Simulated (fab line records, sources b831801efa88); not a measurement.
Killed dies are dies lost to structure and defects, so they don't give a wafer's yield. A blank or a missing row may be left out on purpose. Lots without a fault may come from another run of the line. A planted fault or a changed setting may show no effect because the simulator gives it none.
fab line records | flow sky130
record lots=5 wafers=15 last_day=49
route steps=708 shown SONOS_ONO@173 PAD_OPEN@708
lots that met no fault: from a run of the same line without faults
start_h: hours from the record's first day to the start of the lot's first wafer shown | wait_h: hours since the lot's step before | " the same as in the row above | L1.1+2: a row that stands for several wafers | - no value, or no start given | * or withheld: withheld | < > ~ a bound
route shown NAME@n: a module of which the file shows steps, and the number in the route of the first | usual: mean/standard deviation of fault-free wafers | same: alike in all rows | chamber/n: place in a boat | sites: the reading at each site | _std_site: their standard deviation | _edge_site: outer sites' mean less inner sites' | radius_mm: how far each site lies from the wafer's centre | mask NAME#n: copy n | behind: the tool/chamber that last shaped the wafer | hold: why the lot was held/for how many hours/how that ended | device: the transistor (n, p or np) that didn't switch | end of line: the same wafers' tests at the end of the route | a step without rows: its recipe alone | killed: dies lost to structure and defects at the first sort, not the wafer's yield | map: a wafer's dies, x killed, . not, _ none there
set.NAME: the setting as run; set.NAME@STEP: as run at that earlier step | model.NAME: the simulator's own value behind a step, which no gauge read
lots at some steps of the route; a table a step, a row a wafer
services: from which hour (start_h, from the record's first day; less than 0 if before it) a tool's chamber was out of use, for how many hours, and why
## steps
# step SKY_SONOS_ONO_THK_MEAS_05
# recipe reads=SiO2_of_SONOS_ONO_CVD_04
# usual SONOS_ONO_CVD_04_THK=5.75/0.12
# columns lot.wafer tool chamber start_h wait_h SONOS_ONO_CVD_04_THK[nm]
L825.2 film_metro-04 - 263.83 0.0 5.81
L825.4 " - " " 5.74
L825.5 " - " " 5.95
L827.2 film_metro-04 - 273.30 0.0 5.58
L827.5 " - " " 5.64
L827.6 " - " " 5.65
L833.1 film_metro-04 - 318.13 0.0 5.77
L833.4 " - " " 5.64
L833.6 " - " " 5.80
L841.1 film_metro-04 - 383.04 0.0 5.87
L841.2 " - " " 5.91
L841.5 " - " " 5.93
L846.1 film_metro-01 - 418.10 0.0 5.95
L846.2 " - " " 5.72
L846.4 " - " " 5.75
# step SKY_SONOS_ONO_DEHYDRATE_06
# recipe temp_c=200 time_s=60
# step SKY_SONOS_ONO_HMDS_07
# recipe prime_time_s=60 prime_temp_c=120
# step SKY_SONOS_ONO_COAT_08
# recipe resist=NOVOLAK spin_rpm=3000 resist_thk_nm=1140
# step SKY_SONOS_ONO_SOFTBAKE_09
# recipe temp_c=90 time_s=60 resist=NOVOLAK
# step SKY_SONOS_ONO_EXPOSE_10
# recipe mask_id=ONOM target_cd_nm=410 na=0.6 source_shape=conventional sigma_outer=0.6 dose_mj=150
# step SKY_SONOS_ONO_PEB_11
# recipe temp_c=withheld time_s=* resist=NOVOLAK
# step SKY_SONOS_ONO_DEVELOP_12
# recipe develop_time_s=60 dev_temp_c=23
# step SKY_SONOS_ONO_CD_MEAS_13
# recipe target_cd_nm=410
# usual cd_nm=410.2/2.3
# columns lot.wafer tool chamber start_h wait_h cd_nm
L825.2 cd_sem-02 - 288.21 0.1 412.7
L825.4 " - " " 413.3
L825.5 " - " " 412.7
L827.2 cd_sem-01 - 297.89 0.1 411.5
L827.5 " - " " 411.8
L827.6 " - " " 411.7
L833.1 cd_sem-02 - 344.97 0.1 410.9
L833.4 " - " " 410.8
L833.6 " - " " 411.2
L841.1 cd_sem-01 - 412.46 0.1 409.3
L841.2 " - " " 409.4
L841.5 " - " " 408.4
L846.1 cd_sem-01 - 450.17 0.1 413.4
L846.2 " - " " 412.9
L846.4 " - " " 414.5
# step SKY_SONOS_ONO_OVL_MEAS_14
# usual SONOS_ONO_OVL=-0.3/1.3
# columns lot.wafer tool chamber start_h wait_h SONOS_ONO_OVL[nm]
L825.2 overlay-02 - 288.31 0.1 1.5
L825.4 " - " " 1.5
L825.5 " - " " 1.0
L827.2 overlay-02 - 298.00 0.1 -1.6
L827.5 " - " " -2.2
L827.6 " - " " -1.8
L833.1 overlay-02 - 345.09 0.1 1.0
L833.4 " - " " 0.9
L833.6 " - " " 1.2
L841.1 overlay-02 - 412.58 0.1 0.9
L841.2 " - " " 1.1
L841.5 " - " " 1.5
L846.1 overlay-01 - 450.29 0.1 0.8
L846.2 " - " " 0.0
L846.4 " - " " -0.5
# step SKY_SONOS_ONO_ETCH_15
# recipe target_depth_nm=19.52 chemistry=CHF3/O2 source_w=600 bias_w=200 pressure_mtorr=40 chf3_flow_sccm=50 O2_flow_sccm=5 time_s=7.8
# usual drypump_motor_current_A=5.8/0.47 oes_product_au=1.002/0.0074 throttle_valve_pct=8.825/0.0086
# columns lot.wafer tool chamber start_h wait_h drypump_motor_current_A oes_product_au rf_hours_counter_h throttle_valve_pct
L825.2 rie_diel-02 0 288.34 0.0 5.8 0.991 92 8.824
L825.4 " 1 " " 6.0 1.014 22 8.825
L825.5 " 2 " " 5.2 1.002 - 8.819
L827.2 rie_diel-02 1 298.03 0.0 6.0 1.005 22 8.834
L827.5 " 0 " " 5.8 0.995 - 8.840
L827.6 " 1 " " 6.0 1.009 - 8.835
L833.1 rie_diel-02 1 345.13 0.0 6.0 1.003 23 8.809
L833.4 " 2 " " 5.2 1.001 109 8.824
L833.6 " 0 " " 5.8 1.004 - 8.835
L841.1 rie_diel-04 3 412.61 0.0 6.6 0.999 7 8.827
L841.2 " 1 " " 5.9 1.010 8 8.821
L841.5 " 0 " " 5.5 0.995 - 8.823
L846.1 rie_diel-01 0 450.33 0.0 6.5 0.998 2 8.822
L846.2 " 2 " " 5.5 1.006 65 8.812
L846.4 " 1 " " 6.4 0.997 45 8.847
# step SKY_SONOS_ONO_WET_ETCH_16
# recipe chemistry=dHF target_depth_nm=14 dry=n2_spin target=SiO2 dilution=100:1 temp_c=25 time_s=280
# step SKY_SONOS_ONO_STRIP_17
# recipe chemistry=O2/N2 power_w=1400 pressure_mtorr=1500 platen_temp_c=withheld o2_flow_sccm=3000 n2_flow_sccm=300 overash_fraction=0.5
# usual drypump_motor_current_A=5.4/0.51 oes_product_au=0.710/0.0042 strip_time_to_endpoint_s=14.11/0.039
# columns lot.wafer tool chamber start_h wait_h drypump_motor_current_A oes_product_au rf_hours_counter_h strip_time_to_endpoint_s model.NOVOLAK_of_SONOS_ONO_COAT_08.thk_nm
L825.2 plasma_asher-04 1 288.45 0.0 4.9 0.708 61 14.10 0
L825.4 " 1 " " 4.9 0.709 - 14.11 0
L825.5 " 0 " " 6.0 0.715 - 14.11 0
L827.2 plasma_asher-04 0 298.14 0.0 6.0 0.709 62 14.10 0
L827.5 " 1 " " 4.9 0.718 - 14.12 0
L827.6 " 0 " " 6.0 0.702 - 14.12 0
L833.1 plasma_asher-04 0 345.24 0.0 6.0 0.932 67 - 252
L833.4 " 1 " " 4.9 0.929 - - 252.6
L833.6 " 0 " " 6.0 0.940 - - 252.2
L841.1 plasma_asher-04 0 412.72 0.0 6.0 0.710 74 14.15 0
L841.2 " 1 " " 4.9 0.713 74 14.10 0
L841.5 " 0 " " 6.0 0.709 - 14.11 0
L846.1 plasma_asher-04 1 450.44 0.0 4.9 0.713 78 14.08 0
L846.2 " 0 " " 6.0 0.709 78 14.10 0
L846.4 " 1 " " 4.9 0.711 - 14.05 0
# step SKY_SONOS_ONO_WET_ETCH_18
# recipe chemistry=H3PO4 target_depth_nm=15 target=Si3N4 temp_c=160 time_s=172
# step SKY_PAD_OPEN_PROBE_99
# usual killed_at_M0_to_M3=44/6.8 killed_at_M4_up=3.1/1.9 killed_at_contacts=25/5.9 killed_at_front_end=15/4.3 killed_at_other=0.2/0.51 killed_dies=87/11 killed_on_rim=17/3.6 killed_open=47/7.9 killed_short=39/6.4
# same gross_dies=492 killed_at_back_side=0
# columns lot.wafer tool chamber start_h wait_h killed_at_M0_to_M3 killed_at_M4_up killed_at_contacts killed_at_front_end killed_at_other killed_dies killed_on_rim killed_open killed_short
L825.2 prober-02 - 1081.38 0.1 45 2 23 16 0 86 16 49 37
L825.4 prober-02 - 1081.48 0.2 50 3 23 20 0 96 21 57 39
L825.5 prober-02 - 1081.53 0.2 49 0 26 23 0 98 19 55 43
L827.2 prober-01 - 1095.47 0.1 37 9 17 12 0 75 19 49 26
L827.5 prober-01 - 1095.62 0.2 39 6 19 8 0 72 19 33 39
L827.6 prober-01 - 1095.67 0.2 52 3 14 9 1 79 13 47 32
L833.1 prober-01 - 1125.15 0.1 55 4 25 407 1 492 96 59 46
L833.4 prober-01 - 1125.30 0.2 39 3 16 434 0 492 96 40 40
L833.6 prober-01 - 1125.40 0.2 44 4 30 414 0 492 96 57 37
L841.1 prober-01 - 1165.05 0.1 44 2 23 14 1 84 13 46 38
L841.2 prober-01 - 1165.10 0.1 48 3 26 9 0 86 16 52 34
L841.5 prober-01 - 1165.25 0.2 55 3 23 17 1 99 18 53 46
L846.2 prober-02 - 1187.82 0.1 46 6 25 11 0 88 19 51 37
L846.4 prober-02 - 1187.92 0.2 48 1 38 19 0 106 20 67 39
# killed by level:class
L825.2 VIA1:geometric_particle:open=12 CONTACT:geometric_particle:open=9 LI_CONTACT:geometric_particle:open=7 METAL2:geometric_particle:short=7 VIA2:geometric_particle:open=6 FIELD_ISO:geometric_particle:short=5 FIELD_ISO:geometric_particle:open=5 METAL3:geometric_particle:short=5
L825.4 VIA1:geometric_particle:open=12 VIA2:geometric_particle:open=11 CONTACT:geometric_particle:open=8 FIELD_ISO:geometric_particle:open=5 CONTACT:geometric_particle:short=5 VIA3:geometric_particle:open=5 POLY_GATE:geometric_particle:short=4 LI_CONTACT:geometric_particle:open=4
L825.5 VIA1:geometric_particle:open=18 LI_CONTACT:geometric_particle:open=11 METAL1:geometric_particle:short=8 POLY_GATE:geometric_particle:short=6 VIA2:geometric_particle:open=5 CONTACT:geometric_particle:short=5 METAL2:geometric_particle:short=5 FIELD_ISO:geometric_particle:open=4
L827.2 VIA3:geometric_particle:open=10 VIA1:geometric_particle:open=8 CONTACT:geometric_particle:open=8 VIA2:geometric_particle:open=6 POLY_GATE:geometric_particle:short=5 LI_CONTACT:geometric_particle:open=5 METAL4:geometric_particle:short=5 VIA1:geometric_particle:short=4
L827.5 CONTACT:geometric_particle:open=7 VIA1:geometric_particle:open=6 VIA1:geometric_particle:short=6 VIA2:geometric_particle:open=6 METAL1:geometric_particle:short=6 LI_CONTACT:geometric_particle:open=5 VIA3:geometric_particle:short=5 METAL4:geometric_particle:short=5
L827.6 VIA1:geometric_particle:open=13 VIA2:geometric_particle:open=11 METAL1:geometric_particle:short=9 VIA3:geometric_particle:open=6 METAL2:geometric_particle:short=5 CONTACT:geometric_particle:open=5 FIELD_ISO:geometric_particle:short=4 LI_CONTACT:geometric_particle:open=4
L833.1 GATE_OXIDE:area_oxidation=387 VIA1:geometric_particle:open=13 CONTACT:geometric_particle:open=12 POLY_GATE:geometric_particle:open=8 VIA3:geometric_particle:open=7 METAL1:geometric_particle:short=7 LI_CONTACT:geometric_particle:short=5 POLY_GATE:geometric_particle:short=5
L833.4 GATE_OXIDE:area_oxidation=412 VIA1:geometric_particle:open=12 POLY_GATE:geometric_particle:short=7 VIA1:geometric_particle:short=7 VIA3:geometric_particle:open=6 FIELD_ISO:geometric_particle:short=5 METAL1:geometric_particle:short=5 POLY_GATE:geometric_particle:open=5
L833.6 GATE_OXIDE:area_oxidation=398 CONTACT:geometric_particle:open=15 VIA1:geometric_particle:open=11 VIA2:geometric_particle:open=9 FIELD_ISO:geometric_particle:short=7 CONTACT:geometric_particle:short=7 LI_CONTACT:geometric_particle:open=5 VIA3:geometric_particle:open=5
L841.1 VIA1:geometric_particle:open=10 CONTACT:geometric_particle:open=8 VIA3:geometric_particle:open=8 LOCAL_INTERCONNECT:geometric_particle:short=7 FIELD_ISO:geometric_particle:short=6 LI_CONTACT:geometric_particle:open=5 METAL2:geometric_particle:short=5 VIA2:geometric_particle:short=5
L841.2 VIA1:geometric_particle:open=14 LI_CONTACT:geometric_particle:open=8 VIA3:geometric_particle:open=8 VIA2:geometric_particle:open=7 LOCAL_INTERCONNECT:geometric_particle:short=6 CONTACT:geometric_particle:open=6 METAL2:geometric_particle:short=6 VIA1:geometric_particle:short=5
L841.5 VIA1:geometric_particle:open=11 CONTACT:geometric_particle:open=9 LI_CONTACT:geometric_particle:open=8 VIA1:geometric_particle:short=7 VIA2:geometric_particle:open=7 VIA3:geometric_particle:short=7 VIA3:geometric_particle:open=7 POLY_GATE:geometric_particle:short=6
L846.2 VIA1:geometric_particle:open=15 CONTACT:geometric_particle:open=13 METAL2:geometric_particle:short=8 LI_CONTACT:geometric_particle:open=6 VIA2:geometric_particle:open=6 METAL1:geometric_particle:short=5 POLY_GATE:geometric_particle:short=4 METAL4:geometric_particle:short=4
L846.4 CONTACT:geometric_particle:open=17 VIA1:geometric_particle:open=14 FIELD_ISO:geometric_particle:open=9 VIA1:geometric_particle:short=8 METAL2:geometric_particle:short=8 LI_CONTACT:geometric_particle:open=7 CONTACT:geometric_particle:short=6 VIA3:geometric_particle:open=5
# map L833.1 (x killed, . not)
__________xxxxxxxxxx_________
________xxxxxxxxxxxxxx_______
______xxxxxxxxxxxxxxxxxx_____
_____xxxxxxxxxxxxxxxxxxxx____
____xxxxxxxxxxxxxxxxxxxxxx___
___xxxxxxxxxxxxxxxxxxxxxxxx__
__xxxxxxxxxxxxxxxxxxxxxxxxxx_
_xxxxxxxxxxxxxxxxxxxxxxxxxxxx
_xxxxxxxxxxxxxxxxxxxxxxxxxxxx
_xxxxxxxxxxxxxxxxxxxxxxxxxxxx
_xxxxxxxxxxxxxxxxxxxxxxxxxxxx
_xxxxxxxxxxxxxxxxxxxxxxxxxxxx
_xxxxxxxxxxxxxxxxxxxxxxxxxxxx
_xxxxxxxxxxxxxxxxxxxxxxxxxxxx
_xxxxxxxxxxxxxxxxxxxxxxxxxxxx
__xxxxxxxxxxxxxxxxxxxxxxxxxx_
___xxxxxxxxxxxxxxxxxxxxxxxx__
____xxxxxxxxxxxxxxxxxxxxxx___
_____xxxxxxxxxxxxxxxxxxxx____
______xxxxxxxxxxxxxxxxxx_____
________xxxxxxxxxxxxxx_______
__________xxxxxxxxxx_________
# map L827.6 (x killed, . not)
__________.........._________
________..x...x......._______
______.....x....x......x_____
_____.....xx...........x.____
____..x..x...........x..xx___
___..x...x.........x....x..__
__....xx..x...x...x...xx.x.._
_...x....x.....x...........x.
_....xx..x...................
_...xx..x....x........x.x...x
_........xxx....x....x.......
_....x.x...........x..xx.x...
_.x..x.........x..x....x.....
_..............x.........x...
_..x.........................
__..x...x......x............_
___x.........x....xxx...x.x__
____........x...xx........___
_____....................____
______...x.....x........_____
________x.x.x.x......x_______
__________......x..._________
## services
# columns tool chamber start_h hours kind
rie_diel-01 0 295.17 - clean
rie_diel-01 0 295.17 23.4 scheduled_down
rie_diel-01 0 295.17 23.4 vent_cycle
rie_diel-02 2 314.07 8.8 repair
plasma_asher-04 - 314.73 1.1 repair
rie_diel-01 3 338.71 12.7 repair
rie_diel-01 2 362.10 20.2 repair
rie_diel-01 0 364.92 4.3 repair
rie_diel-01 - 366.36 6.8 repair
plasma_asher-04 - 384.56 5.2 pm
rie_diel-02 2 389.58 - clean
rie_diel-02 2 389.58 16.8 scheduled_down
rie_diel-02 2 389.58 16.8 vent_cycle
rie_diel-01 2 392.15 7.5 repair
rie_diel-01 2 408.78 5.1 repair
rie_diel-01 0 416.37 9.3 repair
plasma_asher-04 - 433.49 3.8 repair
rie_diel-01 1 440.68 3.5 repair
rie_diel-01 - 441.89 2.8 pm
## key
first_sign step=SKY_SONOS_ONO_STRIP_17 reading=oes_product_au direction=up sigmas=53 usual=0.710 struck=0.934
effect step=SKY_PAD_OPEN_PROBE_99 reading=killed_at_front_end direction=up sigmas=94 usual=15 struck=418
model_effect step=SKY_SONOS_ONO_STRIP_17 value=NOVOLAK_of_SONOS_ONO_COAT_08.thk_nm without=0 struck=252.3
more_kills_born_at SKY_GATE_OXIDE_OXIDATION_01@furnace-01=1197
met_at SKY_SONOS_ONO_STRIP_17
struck_wafers L833.1,L833.4,L833.6
later_rows_left_out L833.1,L833.4,L833.6
tester_left_out L833
onset_between 298.14 345.24
fault kind=strip_aborted tool=plasma_asher-04 chamber=- onset_h=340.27 steps=SKY_SONOS_ONO_STRIP_17 offset=0.51279 end_h=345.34
# tester_left_out: of these lots the tester's yield and bins aren't shown, on N5 and GAA mostly nor the transistor test; their killed dies are dies lost to structure and defects alone, not to doping, threshold or leakage, so they don't give the yield
# later_rows_left_out: the simulator's readings of these wafers behind a module that went badly wrong aren't trusted and aren't shown, but for the sort
